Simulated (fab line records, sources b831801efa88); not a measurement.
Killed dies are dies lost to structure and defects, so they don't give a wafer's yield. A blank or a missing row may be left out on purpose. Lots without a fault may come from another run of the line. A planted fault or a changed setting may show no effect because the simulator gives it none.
A struck lot beside a sound one | flow sky130 | 15 steps out of a route of 708
Sound: wafers L150.1, L150.3, L150.6. Struck: wafers L143.1, L143.3, L143.4. The cause comes at the end.
At each step with rows: each side's tool, then ch and its chambers, then its first start. Under that, the readings that differ: sound wafers | struck wafers | difference of the means | sigmas: that difference in standard deviations of wafers without a fault.
alike: readings whose means differ by less than 2 such deviations, and words and numbers that are the same on both sides. not compared: withheld readings, readings that some wafer has no value for, bounds like >300 that may hide the same value, and numbers for which the record gives no deviation and whose values overlap.
The two part at a step that has a row with sigmas, a row that says differs or no value, or rows on one side only. Numbers that don't overlap but have no deviation are shown without sigmas and don't part them. A reading that every wafer of one side lacks parts them only if that side has two wafers or more.

SKY_CAP2M_THK_MEAS_01:
  sound on film_metro-01, day 45 05:12; struck on film_metro-04, day 44 12:32
  alike: CAP2M_CVD_00_THK
SKY_CAP2M_SPUTTER_02: material TiN, target thk 200 nm, time 166.7 s.
  sound on pvd_sputter-04, day 45 05:16; struck on pvd_sputter-01, day 44 12:36
  alike: throttle_valve_pct
SKY_CAP2M_RS_MEAS_03: measures by four-point-probe.
  sound on film_metro-04, day 45 05:22; struck on film_metro-01, day 44 12:43
  alike: CAP2M_TIN_RS
SKY_CAP2M_THK_MEAS_04: measures by xrf.
  sound on film_metro-04, day 45 05:29; struck on film_metro-01, day 44 12:50
  alike: CAP2M_TIN_THK
then, 7 steps without rows for these wafers: SKY_CAP2M_DEHYDRATE_05 (time 60 s); SKY_CAP2M_HMDS_06 (prime time 60 s); SKY_CAP2M_COAT_07 (resist thk 1140 nm); SKY_CAP2M_SOFTBAKE_08 (time 60 s); SKY_CAP2M_EXPOSE_09 (exposes mask CAP2M, target cd 1000 nm); SKY_CAP2M_PEB_10; SKY_CAP2M_DEVELOP_11 (develop time 60 s).
SKY_CAP2M_OVL_MEAS_12:
  sound on overlay-02, day 46 02:23; struck on overlay-02, day 45 09:35
  alike: CAP2M_OVL
SKY_CAP2M_METAL_ETCH_13: etches TiN in Cl2/BCl3, stops on SiO2, target depth 220 nm, time 62.9 s.
  sound on rie_metal-04 ch 0,1, day 46 02:25; struck on rie_metal-03 ch 0,1, day 45 09:37
  no value came back on the struck wafers for any of 6 readings (bcl3_flow_sccm (sccm), bias_w (W) and others); on the sound wafers bcl3_flow_sccm (sccm) reads 29.87 29.99 30.05
  reading                                    | sound             | struck         | difference | sigmas
  model.NOVOLAK_of_CAP2M_COAT_07.thk_nm (nm) | 999.7 993.8 995.3 | 1137 1141 1138 | +142       |
  not compared: rf_hours_counter_h
SKY_CAP2M_STRIP_14: strips in O2/N2.
  sound on plasma_asher-01 ch 0,1, day 46 02:30; struck on plasma_asher-02 ch 0,1, day 45 09:42
  reading                      | sound             | struck            | difference | sigmas
  strip_time_to_endpoint_s (s) | 12.74 12.65 12.66 | 14.15 14.19 14.16 | +1.48      | +36
  alike: chamber_pressure_mTorr, drypump_motor_current_A, oes_product_au
  not compared: rf_hours_counter_h
then, 1 step without rows for these wafers: SKY_CAP2M_STRIP_15 (strips in post etch residue remover, time 1200 s).

WHERE THEY PART
First at SKY_CAP2M_METAL_ETCH_13; last, within this record, at SKY_CAP2M_STRIP_14.

WHY: what the simulator had put in
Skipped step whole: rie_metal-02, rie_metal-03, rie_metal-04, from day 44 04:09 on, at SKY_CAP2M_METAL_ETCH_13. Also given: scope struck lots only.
